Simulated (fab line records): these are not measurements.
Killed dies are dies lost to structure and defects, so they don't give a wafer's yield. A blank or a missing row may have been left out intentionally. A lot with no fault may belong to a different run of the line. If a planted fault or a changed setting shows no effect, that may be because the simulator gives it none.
Which of the tools did it?	flow sfq line	14 lots, 42 wafers sampled, at 2 steps of a route of 325

WHAT THE GAUGES READ, wafer by wafer
SFQ_I4_BOW_MEAS_927.
lot	measured	on	I4_BOW (um)
L528	day 56 12:38	film metro-04	16 13 11
L529	day 56 21:04	film metro-04	15 13 14
L530	day 57 05:17	film metro-01	6 -4 4
L532	day 58 03:25	film metro-04	20 15 25
L533	day 58 10:07	film metro-04	1 2 8
L538	day 60 03:05	film metro-02	0 2 4
L543	day 61 17:20	film metro-01	11 9 4
L544	day 62 00:44	film metro-01	15 9 3
L546	day 62 11:07	film metro-04	9 5 18
L547	day 62 15:52	film metro-02	4 5 3
L548	day 62 20:43	film metro-01	-6 4 -7
L549	day 63 01:46	film metro-01	-3 8 -3
L550	day 63 08:40	film metro-04	-15 -20 -12
L551	day 63 19:31	film metro-02	1 -4 9

SFQ_I4_OVL_MEAS_928.
lot	measured	on	I4_OVL (nm)
L528	day 56 21:22	overlay-01	-5 -9 1
L529	day 57 03:32	overlay-01	-11 -7 -10
L530	day 57 08:53	overlay-02	-3 -2 5
L532	day 58 09:20	overlay-02	-1 -8 1
L533	day 58 14:21	overlay-01	-10 -8 -8
L538	day 64 22:24	overlay-01	-9 -10 -8
L543	day 66 04:23	overlay-01	-2 4 -1
L544	day 66 12:08	overlay-01	-2 -1 -5
L546	day 66 22:57	overlay-02	5 -1 7
L547	day 67 06:51	overlay-01	-3 -1 -7
L548	day 67 10:28	overlay-01	-5 -7 -5
L549	day 67 15:22	overlay-02	1 4 9
L550	day 67 18:57	overlay-02	-3 -2 -11
L551	day 68 03:21	overlay-02	-1 -4 -9

WHICH TOOL RAN EACH LOT (tool, then ch and the chambers of the sampled wafers, then the start)
Record: no process step prior to these readings.

AS READ BY THE TOOLS THEMSELVES (means over the sampled wafers that have a number; for cases with no such wafer, the mark the record gives instead)
The record holds no such reading with a usual standard deviation.

THE ANSWER, worked out from the rows above alone
Rule: the usual values come from the lots themselves. The widest of any qualifying gaps counts: lots, ordered by their means at a reading, are off when they make up no more than a third of the lots, leave a main group of 4 or more, and stand apart from it by 3 or more times the standard deviation of that group's means. Not used: any main group whose means are identical at the precision the tables above print for the reading. A lot without any number at a reading at which 4 lots or more have one is off too. All remaining lots with rows at the step are treated as sound. The gauges are gone through in route order, then the tools' own readings, and for those a lot's mean is taken as printed above. At the first step where some lot is off, the reading lying furthest off is the one used; lots without a number count as furthest.
No lot is off at any reading shown: from this, nothing can be told.

WHAT HAD BEEN PUT IN BY THE SIMULATOR
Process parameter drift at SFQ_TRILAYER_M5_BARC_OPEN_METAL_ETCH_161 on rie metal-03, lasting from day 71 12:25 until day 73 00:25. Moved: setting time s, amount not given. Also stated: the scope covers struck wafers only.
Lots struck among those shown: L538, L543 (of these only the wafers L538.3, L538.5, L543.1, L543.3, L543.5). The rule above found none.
